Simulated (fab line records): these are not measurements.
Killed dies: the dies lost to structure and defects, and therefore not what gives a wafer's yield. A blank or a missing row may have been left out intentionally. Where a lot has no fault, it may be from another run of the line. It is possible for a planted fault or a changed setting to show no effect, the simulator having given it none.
Which tool is to blame?    flow gf180mcu    39 wafers from 13 lots sampled at 4 of the route's 602 steps

WHAT THE GAUGES SHOWED, per wafer
GF_VT_IMPLANT_TW_MEAS_32. Usual: VT_IMPLANT_3_TW typically reads 267.5, with standard deviation 1.7.
lot   measured      on            VT_IMPLANT_3_TW    flag
L472  day 6 20:38   filmMetro-04  266.9 268.0 266.9  
L473  day 7 03:38   filmMetro-01  264.9 265.7 266.2  
L475  day 7 17:59   filmMetro-04  266.5 266.5 266.7  
L476  day 7 23:20   filmMetro-01  327.1 324.2 326.2  OFF
L478  day 8 17:32   filmMetro-04  266.9 267.9 267.5  
L479  day 8 19:47   filmMetro-01  266.2 267.0 266.8  
L480  day 9 03:45   filmMetro-03  331.0 333.5 331.2  OFF
L484  day 10 03:30  filmMetro-04  268.4 267.5 266.6  
L487  day 10 23:47  filmMetro-03  268.8 267.8 268.9  
L489  day 11 11:05  filmMetro-03  268.5 270.8 270.1  
L490  day 11 17:29  filmMetro-01  269.2 266.8 267.8  
L491  day 12 00:59  filmMetro-03  268.9 270.3 269.7  
L495  day 13 04:53  filmMetro-04  265.9 266.2 266.3  

GF_VT_IMPLANT_OVL_MEAS_40. Usual: VT_IMPLANT_03_OVL typically reads -0.6 nm, with standard deviation 1.6.
lot   measured      on          VT_IMPLANT_03_OVL (nm)  flag
L472  day 7 11:29   overlay-02  -0.1 -0.8 0.8           
L473  day 7 19:05   overlay-02  -0.8 -1.6 -2.4          
L475  day 8 10:45   overlay-01  1.0 1.0 0.2             
L476  day 8 14:47   overlay-02  0.3 3.1 0.5             
L478  day 9 09:47   overlay-02  -1.8 -1.9 -2.2          
L479  day 9 12:17   overlay-01  1.1 2.6 1.0             
L480  day 9 19:57   overlay-01  -0.9 -1.7 -1.7          
L484  day 10 21:48  overlay-01  -1.1 -1.5 -1.5          
L487  day 11 17:26  overlay-02  0.3 0.0 0.1             
L489  day 12 05:30  overlay-02  -1.1 0.2 0.8            
L490  day 12 13:21  overlay-01  -0.7 1.1 0.9            
L491  day 12 20:00  overlay-01  -2.1 -0.7 -1.8          
L495  day 14 00:38  overlay-02  1.7 -0.3 0.5            

EACH LOT AND THE TOOL THAT RAN IT (in order: tool; ch and the chambers of the sampled wafers; start)
lot   GF_MVPSD_STRIP_10                    GF_VT_IMPLANT_IMPLANT_30
L472  plasmaAsher-03 ch 0,1, day 5 00:08   implanter-03 ch 0, day 6 20:23
L473  plasmaAsher-04 ch 0,1, day 5 06:20   implanter-03 ch 0, day 7 03:23
L475  plasmaAsher-01 ch 0,1, day 5 19:23   implanter-03 ch 0, day 7 17:45
L476  plasmaAsher-01 ch 0,1, day 5 23:44   implanter-01 ch 0, day 7 22:47
L478  plasmaAsher-03 ch 0,1, day 6 17:14   implanter-01 ch 0, day 8 17:17
L479  plasmaAsher-01 ch 0,1, day 6 19:53   implanter-01 ch 0, day 8 19:32
L480  plasmaAsher-04 ch 0,1, day 7 03:20   implanter-01 ch 0, day 9 03:12
L484  plasmaAsher-01 ch 0,1, day 8 01:14   implanter-01 ch 0, day 10 03:17
L487  plasmaAsher-03 ch 0,1, day 8 18:56   implanter-02 ch 0, day 10 23:32
L489  plasmaAsher-03 ch 0,1, day 9 05:11   implanter-02 ch 0, day 11 10:51
L490  plasmaAsher-03 ch 0,1, day 9 12:11   implanter-02 ch 0, day 11 17:15
L491  plasmaAsher-03 ch 0,1, day 9 18:26   implanter-01 ch 0, day 12 00:45
L495  plasmaAsher-04 ch 0,1, day 10 19:56  implanter-03 ch 0, day 13 04:38
- GF_MVPSD_STRIP_10: strips in O2/N2.
- GF_VT_IMPLANT_IMPLANT_30

AS READ BY THE TOOLS THEMSELVES (means over the sampled wafers that have a number; for cases with no such wafer, the mark the record gives instead)
GF_MVPSD_STRIP_10. Usual: chamberPressureMTorr 1500.1 mTorr, standard deviation 1.3; drypumpMotorCurrentA 6.32 A, standard deviation 0.23; heaterPowerW 352 W, standard deviation 29; oesProductAu 0.723 a.u., standard deviation 0.0047; stripTimeToEndpointS 37.03 s, standard deviation 0.096.
lot   tool            chamberPressureMTorr (mTorr)  drypumpMotorCurrentA (A)  heaterPowerW (W)  oesProductAu (a.u.)  stripTimeToEndpointS (s)  flag
L472  plasmaAsher-03  1501.5                        6.14                      305               0.725                37.06                     
L473  plasmaAsher-04  1500.4                        6.30                      372               0.728                36.86                     
L475  plasmaAsher-01  1499.0                        6.53                      364               0.722                36.97                     
L476  plasmaAsher-01  1500.3                        6.56                      362               0.724                36.83                     
L478  plasmaAsher-03  1501.4                        6.04                      341               0.727                37.13                     
L479  plasmaAsher-01  1499.2                        6.56                      364               0.718                36.97                     
L480  plasmaAsher-04  1500.7                        6.31                      368               0.721                37.07                     
L484  plasmaAsher-01  1500.3                        6.54                      371               0.719                37.16                     
L487  plasmaAsher-03  1500.0                        6.04                      346               0.722                37.03                     
L489  plasmaAsher-03  1500.4                        6.13                      320               0.718                37.12                     
L490  plasmaAsher-03  1500.8                        6.05                      344               0.723                37.07                     
L491  plasmaAsher-03  1500.5                        6.14                      320               0.719                36.90                     
L495  plasmaAsher-04  1499.9                        6.27                      377               0.725                36.88                     

GF_VT_IMPLANT_IMPLANT_30. Usual: faradayCurrentUA at 14.28, with a standard deviation of 0.28.
lot   tool          faradayCurrentUA  flag
L472  implanter-03  14.34             
L473  implanter-03  14.02             
L475  implanter-03  14.30             
L476  implanter-01  14.29             
L478  implanter-01  14.13             
L479  implanter-01  14.14             
L480  implanter-01  14.37             
L484  implanter-01  14.07             
L487  implanter-02  14.30             
L489  implanter-02  14.15             
L490  implanter-02  14.47             
L491  implanter-01  14.60             
L495  implanter-03  14.27             

THE ANSWER, worked out from the rows above alone
Rule: lot off if the mean of its wafers having a number is beyond 3 standard deviations from the usual mean. Also off: a lot with no number at a reading for which 4 or more lots have one. All remaining lots with rows at the step are treated as sound. After the gauges, taken in route order, come the tools' own readings; for these a lot's mean is taken, as printed above. At the first step where some lot is off, the reading lying furthest off is the one used; lots without a number count as furthest.
Off: L476, L480, seen at GF_VT_IMPLANT_TW_MEAS_32 (VT_IMPLANT_3_TW).
If a tool, at a process step before that reading, ran all the lots that are off and no sound lot after the first of them, it fits. Those tools and the gauges at GF_VT_IMPLANT_TW_MEAS_32 are tried in the same way. None of those tried fits.

WHAT THE SIMULATOR PUT IN
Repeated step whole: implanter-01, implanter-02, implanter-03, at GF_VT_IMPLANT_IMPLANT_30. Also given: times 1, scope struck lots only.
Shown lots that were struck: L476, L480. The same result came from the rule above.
